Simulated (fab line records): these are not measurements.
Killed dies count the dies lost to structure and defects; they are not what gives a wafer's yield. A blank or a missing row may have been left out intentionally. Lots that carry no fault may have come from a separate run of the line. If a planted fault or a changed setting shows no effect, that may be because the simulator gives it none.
Comparing a struck lot with a sound one / flow gf180mcu / 15 steps out of a route of 602
Sound: these wafers, L824.4, L824.5, L824.6. Wafers struck: L828.1, L828.3, L828.5. Last of all comes the cause.
Per side, at each step with rows, come the tool, then ch with its chambers, and then its first start. Under that, the readings that differ: sound wafers / struck wafers / difference of the means / sigmas: that difference in standard deviations of wafers without a fault.
alike: same words and numbers on both sides, and readings whose means sit less than 2 such deviations apart. not compared: any withheld reading, any reading some wafer has no value for, any bound like >300 that may hide the same value, and any number with overlapping values for which the record gives no deviation.
A row with sigmas, a row that says differs or no value, or rows on one side alone: a step with any of these is where the two part. Numbers that have no deviation but don't overlap get no sigmas and don't part them. Lack of a reading on every wafer of one side parts them only where that side has two or more wafers.

first, 5 steps without rows for these wafers: GF_V3_STRIP_18 (strips in O2/N2); GF_V3_STRIP_19 (strips in post etch residue remover, time 1200 s); GF_V3_CLEAN_20 (cleans in DIW); GF_V3_SPUTTER_21 (material Ti, target thk 15 nm, time 80.02 s); GF_V3_SPUTTER_22 (material TiN, target thk 10 nm, time 40 s).
GF_V3_CVD_23: deposits W, target thk 350 nm, time 104.9 s.
  sound on cvd-w-02 ch 0,1, day 24 13:42; struck on cvd-w-01 ch 0,1, day 26 07:06
  alike: heater-power-w
GF_V3_RS_MEAS_24: measures by four-point-probe.
  struck on film-metro-02, day 26 07:13; sound on film-metro-04, day 24 13:50
  alike: V3_W_RS
GF_V3_THK_MEAS_25: measures by xrf.
  struck on film-metro-02, day 26 07:20; sound on film-metro-04, day 24 13:55
reading=V3_W_THK (nm); sound=370 371 365; struck=350 355 351; difference=-17; sigmas=-2
GF_V3_CMP_26: polishes, stops on SiO2, t overpolish 15 s, target thk 0 nm.
  sound on cmp-01 ch 1,2,3, day 24 14:06; struck on cmp-02 ch 0,1,2, day 26 07:23
  alike: motor-current-A, overpolish-run-s, platen-rpm, time-to-endpoint-s
GF_M4_SPUTTER_00: material Ti, target thk 37.5 nm, time 145 s.
  struck on pvd-sputter-01, day 26 07:41; sound on pvd-sputter-01, day 24 14:15
  alike: throttle-valve-pct
GF_M4_SPUTTER_01: material TiN, target thk 30 nm, time 25 s.
  struck on pvd-sputter-01, day 26 07:47; sound on pvd-sputter-01, day 24 14:21
  alike: throttle-valve-pct
then, 1 step without rows for these wafers: GF_M4_SPUTTER_02 (material AlCu, target thk 450 nm, time 23.9 s).
GF_M4_SPUTTER_03: material Ti, target thk 10 nm, time 6.7 s.
  struck on pvd-sputter-01, day 26 07:51; sound on pvd-sputter-01, day 24 14:25
reading=model.Ti_of_M4_SPUTTER_03.thk-nm (nm); sound=9.533 9.599 9.747; struck=14.2 14.27 14.35; difference=+4.6; sigmas=
  alike: throttle-valve-pct
GF_M4_SPUTTER_04: material TiN, target thk 50 nm, time 41.7 s.
  struck on pvd-sputter-01, day 26 07:52; sound on pvd-sputter-01, day 24 14:26
  alike: throttle-valve-pct
next, for these wafers, 1 step has no rows: GF_PASSIVATION_PROBE_99.

WHERE THEY PART
Within this record, at GF_V3_THK_MEAS_25 only. Later steps at which nothing parts them and some readings are alike: GF_V3_CMP_26, GF_M4_SPUTTER_00, GF_M4_SPUTTER_01, GF_M4_SPUTTER_03, GF_M4_SPUTTER_04.

WHY: what had been put in by the simulator
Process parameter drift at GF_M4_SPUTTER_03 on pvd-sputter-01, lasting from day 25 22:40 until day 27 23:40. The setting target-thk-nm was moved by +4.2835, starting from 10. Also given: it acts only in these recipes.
